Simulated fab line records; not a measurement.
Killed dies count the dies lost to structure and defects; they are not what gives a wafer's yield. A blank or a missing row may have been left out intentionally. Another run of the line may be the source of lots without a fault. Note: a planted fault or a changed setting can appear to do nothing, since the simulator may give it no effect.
Matching of chambers	flow gf180mcu	GF_V1_CMP_26 on cmp-02 has 4 sister chambers
The step polishes, stops on SiO2, t overpolish 15 s, target thk 0 nm. 8 wafers are shown with their chamber, then 12 later ones without.

WAFERS, EACH WITH ITS CHAMBER
wafer	chamber	motorCurrentA (A)	timeToEndpointS (s)
L090.5	3	10.6	94
L090.6	2	9.7	85
L091.1	3	11.6	90
L091.2	1	11.0	85
L091.3	0	10.7	90
L092.2	2	10.0	90
L092.5	1	11.2	89
L092.6	0	10.4	94

WAFERS WITH NO CHAMBER GIVEN
wafer	motorCurrentA (A)	timeToEndpointS (s)
L093.1	11.0	85
L093.2	11.1	83
L093.5	10.1	80
L094.1	10.3	82
L094.4	11.5	89
L094.6	11.5	86
L095.1	11.9	88
L095.5	11.8	83
L095.6	10.7	85
L096.2	10.5	81
L096.3	11.1	85
L096.5	10.8	80

EACH ONE'S CHAMBER
wafer	from the rows above	in truth
L093.1	can't be placed: 1 or 3 or 0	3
L093.2	can't be placed: 1 or 3 or 0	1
L093.5	can't be placed: 2 or 1 or 0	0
L094.1	can't be placed: 2 or 1 or 0 or 3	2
L094.4	can't be placed: 1 or 3 or 0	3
L094.6	can't be placed: 1 or 3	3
L095.1	can't be placed: 1 or 3 or 0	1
L095.5	can't be placed: 1 or 3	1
L095.6	can't be placed: 1 or 2 or 0 or 3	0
L096.2	can't be placed: 1 or 2 or 0 or 3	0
L096.3	can't be placed: 1 or 3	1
L096.5	can't be placed: 1 or 2 or 0 or 3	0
0 of 12 placed correctly. Cannot be placed on the basis of these rows: 12; the candidates contain the true chamber in 12. Placed wrongly: 0.
How it was worked out, from the rows above alone: a wafer's distance from a chamber is the root of the sum, over the readings, of the square of ((its reading less the chamber's mean) divided by the reading's scatter). The wafer belongs to the nearest chamber; if the next one is less than 2 further off, it can't be placed. Each chamber's mean is taken over the wafers shown for it. The scatter is the square root of a quotient: the sum, over the shown wafers, of each reading's squared deviation from its chamber's mean, divided by wafers minus chambers.
